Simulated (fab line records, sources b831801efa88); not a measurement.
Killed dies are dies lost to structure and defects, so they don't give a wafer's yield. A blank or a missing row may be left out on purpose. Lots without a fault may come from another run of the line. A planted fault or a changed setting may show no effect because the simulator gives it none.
Tool commonality check | flow gf180mcu | 10 lots, 30 wafers sampled

WHY IT WAS OPENED
At GF_PSD_TW_MEAS_11 the reading PSD_TW is flagged on 2 of 10 lots. Wafers without a fault read 3210, standard deviation 21.
Rule: a lot is flagged when every wafer of it that has a number lies more than 4 standard deviations from that mean, or none has a number. The other lots count as sound.

lot  | measured     | on            | PSD_TW, wafer by wafer | flag
L964 | day 15 13:20 | film_metro-01 | 3218 3214 3212         |
L965 | day 15 22:49 | film_metro-03 | 3207 3221 3220         |
L969 | day 17 01:11 | film_metro-03 | 3222 3218 3211         |
L973 | day 18 13:45 | film_metro-03 | 3067 3089 3077         | FLAGGED
L974 | day 18 20:13 | film_metro-04 | 3076 3079 3062         | FLAGGED
L978 | day 20 05:41 | film_metro-04 | 3176 3179 3168         |
L980 | day 21 07:56 | film_metro-03 | 3253 3263 3261         |
L981 | day 21 08:14 | film_metro-01 | 3212 3214 3208         |
L982 | day 21 13:29 | film_metro-03 | 3252 3259 3248         |
L984 | day 22 08:40 | film_metro-03 | 3219 3222 3209         |
The numbers of the flagged lots are 3075 on average: -135 against the usual, or -6 standard deviations.

WHICH TOOL RAN EACH LOT
The record holds 4 process steps before the reading, out of a route of 602 steps. In each cell: the tool, then ch and the chambers that the sampled wafers went through, then the start.
lot  | flag    | GF_HV_LDD_STRIP_37                   | GF_HV_LDD_STRIP_49                   | GF_PSD_IMPLANT_09               | GF_PSD_STRIP_10
L964 |         | plasma_asher-01 ch 0,1, day 12 20:10 | plasma_asher-02 ch 0,1, day 13 16:23 | implanter-04 ch 0, day 15 13:06 | plasma_asher-03 ch 0,1, day 15 13:13
L965 |         | plasma_asher-02 ch 0,1, day 13 03:46 | plasma_asher-01 ch 0,1, day 13 23:46 | implanter-02 ch 0, day 15 22:34 | plasma_asher-04 ch 0,1, day 15 22:43
L969 |         | plasma_asher-02 ch 0,1, day 14 04:13 | plasma_asher-03 ch 0,1, day 15 01:30 | implanter-02 ch 0, day 17 00:58 | plasma_asher-03 ch 0,1, day 17 01:06
L973 | FLAGGED | plasma_asher-01 ch 0,1, day 15 13:25 | plasma_asher-03 ch 0,1, day 16 12:10 | implanter-02 ch 0, day 18 13:33 | plasma_asher-03 ch 0,1, day 18 13:40
L974 | FLAGGED | plasma_asher-01 ch 0,1, day 15 18:48 | plasma_asher-03 ch 0,1, day 16 16:54 | implanter-02 ch 0, day 18 19:59 | plasma_asher-02 ch 0,1, day 18 20:07
L978 |         | plasma_asher-02 ch 0,1, day 17 00:31 | plasma_asher-02 ch 0,1, day 18 00:04 | implanter-04 ch 0, day 20 05:28 | plasma_asher-04 ch 0,1, day 20 05:37
L980 |         | plasma_asher-01 ch 0,1, day 17 21:41 | plasma_asher-02 ch 0,1, day 18 22:11 | implanter-04 ch 0, day 21 07:42 | plasma_asher-03 ch 0,1, day 21 07:49
L981 |         | plasma_asher-02 ch 0,1, day 18 03:44 | plasma_asher-01 ch 0,1, day 19 04:04 | implanter-02 ch 0, day 21 08:00 | plasma_asher-04 ch 0,1, day 21 08:07
L982 |         | plasma_asher-02 ch 0,1, day 18 10:13 | plasma_asher-03 ch 0,1, day 19 09:55 | implanter-02 ch 0, day 21 13:16 | plasma_asher-02 ch 1, day 21 13:23
L984 |         | plasma_asher-03 ch 0,1, day 19 02:37 | plasma_asher-02 ch 0,1, day 20 05:16 | implanter-03 ch 0, day 22 08:25 | plasma_asher-04 ch 0,1, day 22 08:34
What these steps do:
- GF_HV_LDD_STRIP_37: strips in O2/N2.
- GF_HV_LDD_STRIP_49: strips in O2/N2.
- GF_PSD_IMPLANT_09
- GF_PSD_STRIP_10: strips in O2/N2.
- GF_PSD_TW_MEAS_11

FLAGGED OVER TOTAL, TOOL BY TOOL (the gauges that took the reading come last)
step               | tool            | lots run | flagged | share of the flagged lots | sound lots run after its first flagged lot
GF_HV_LDD_STRIP_37 | plasma_asher-01 | 4        | 2       | all                       | 1 (L980)
GF_HV_LDD_STRIP_37 | plasma_asher-02 | 5        | 0       | none                      | -
GF_HV_LDD_STRIP_37 | plasma_asher-03 | 1        | 0       | none                      | -
GF_HV_LDD_STRIP_49 | plasma_asher-01 | 2        | 0       | none                      | -
GF_HV_LDD_STRIP_49 | plasma_asher-02 | 4        | 0       | none                      | -
GF_HV_LDD_STRIP_49 | plasma_asher-03 | 4        | 2       | all                       | 1 (L982)
GF_PSD_IMPLANT_09  | implanter-02    | 6        | 2       | all                       | 2 (L981,L982)
GF_PSD_IMPLANT_09  | implanter-03    | 1        | 0       | none                      | -
GF_PSD_IMPLANT_09  | implanter-04    | 3        | 0       | none                      | -
GF_PSD_STRIP_10    | plasma_asher-02 | 2        | 1       | some                      | 1 (L982)
GF_PSD_STRIP_10    | plasma_asher-03 | 4        | 1       | some                      | 1 (L980)
GF_PSD_STRIP_10    | plasma_asher-04 | 4        | 0       | none                      | -
GF_PSD_TW_MEAS_11  | film_metro-01   | 2        | 0       | none                      | -
GF_PSD_TW_MEAS_11  | film_metro-03   | 6        | 1       | some                      | 3 (L980,L982,L984)
GF_PSD_TW_MEAS_11  | film_metro-04   | 2        | 1       | some                      | 1 (L978)

WHAT THE TABLE ALLOWS
3 rows of the table ran every flagged lot: plasma_asher-01 at GF_HV_LDD_STRIP_37, plasma_asher-03 at GF_HV_LDD_STRIP_49, implanter-02 at GF_PSD_IMPLANT_09.
- plasma_asher-01 at GF_HV_LDD_STRIP_37: 2 of its 4 lots flagged. Sound lots ran on it after the first flagged one (L980), which a lasting fault on the whole tool wouldn't allow.
- plasma_asher-03 at GF_HV_LDD_STRIP_49: 2 of its 4 lots flagged. Sound lots ran on it after the first flagged one (L982), which a lasting fault on the whole tool wouldn't allow.
- implanter-02 at GF_PSD_IMPLANT_09: 2 of its 6 lots flagged. Sound lots ran on it after the first flagged one (L981, L982), which a lasting fault on the whole tool wouldn't allow. Its own readings lie more than 4 standard deviations out on every wafer of the flagged lots: beam_on_s, faraday_current_uA.
No row of the table ran every flagged lot and no sound lot after the first.

WHAT THE SIMULATOR HAD PUT IN
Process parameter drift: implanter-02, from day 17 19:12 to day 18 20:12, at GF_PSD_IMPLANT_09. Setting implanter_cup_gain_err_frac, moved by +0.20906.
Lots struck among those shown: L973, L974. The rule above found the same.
